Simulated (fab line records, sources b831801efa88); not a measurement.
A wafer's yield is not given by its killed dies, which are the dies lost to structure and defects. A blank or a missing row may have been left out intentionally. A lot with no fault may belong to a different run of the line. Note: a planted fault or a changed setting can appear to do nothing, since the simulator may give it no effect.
Which of the tools did it? ; flow sky130 ; 36 wafers sampled from 12 lots at 1 step of a route of 708

## WHAT THE GAUGES READ, wafer by wafer
SKY_POLY_GATE_THK_MEAS_01.
lot;measured;on;POLY_GATE_CVD_00_THK (nm)
L075;day 14 07:32;film-metro-03;178.9 179.0 180.3
L077;day 15 03:09;film-metro-01;179.2 180.0 179.5
L079;day 16 03:04;film-metro-04;180.2 181.3 181.3
L081;day 16 09:22;film-metro-04;177.7 178.0 177.4
L083;day 17 05:59;film-metro-04;183.1 183.9 182.5
L085;day 18 00:17;film-metro-03;182.1 181.2 183.1
L087;day 18 14:41;film-metro-04;182.5 181.7 183.2
L089;day 19 08:32;film-metro-01;181.1 180.8 179.5
L091;day 19 22:36;film-metro-01;178.3 178.9 178.4
L093;day 20 18:22;film-metro-04;181.9 182.4 183.4
L095;day 21 11:20;film-metro-04;182.1 183.3 183.3
L097;day 22 02:04;film-metro-04;179.1 180.7 181.5

## WHAT TOOL EACH LOT RAN ON (gives the tool, then ch and the chambers of the sampled wafers, and finally the start)
No process step before these readings appears in the record.

## THE ANSWER, worked out from the rows above alone
Rule: usual is defined by the lots themselves. The widest of any qualifying gaps counts: lots, ordered by their means at a reading, are off when they make up no more than a third of the lots, leave a main group of 4 or more, and stand apart from it by 3 or more times the standard deviation of that group's means. If all means in a main group match to the digits the tables above print for the reading, that group is not used. A lot without any number at a reading at which 4 lots or more have one is off too. All remaining lots with rows at the step are treated as sound.
Across all readings shown, no lot is off: no conclusion can be drawn from this.

## WHAT THE SIMULATOR HAD PUT IN
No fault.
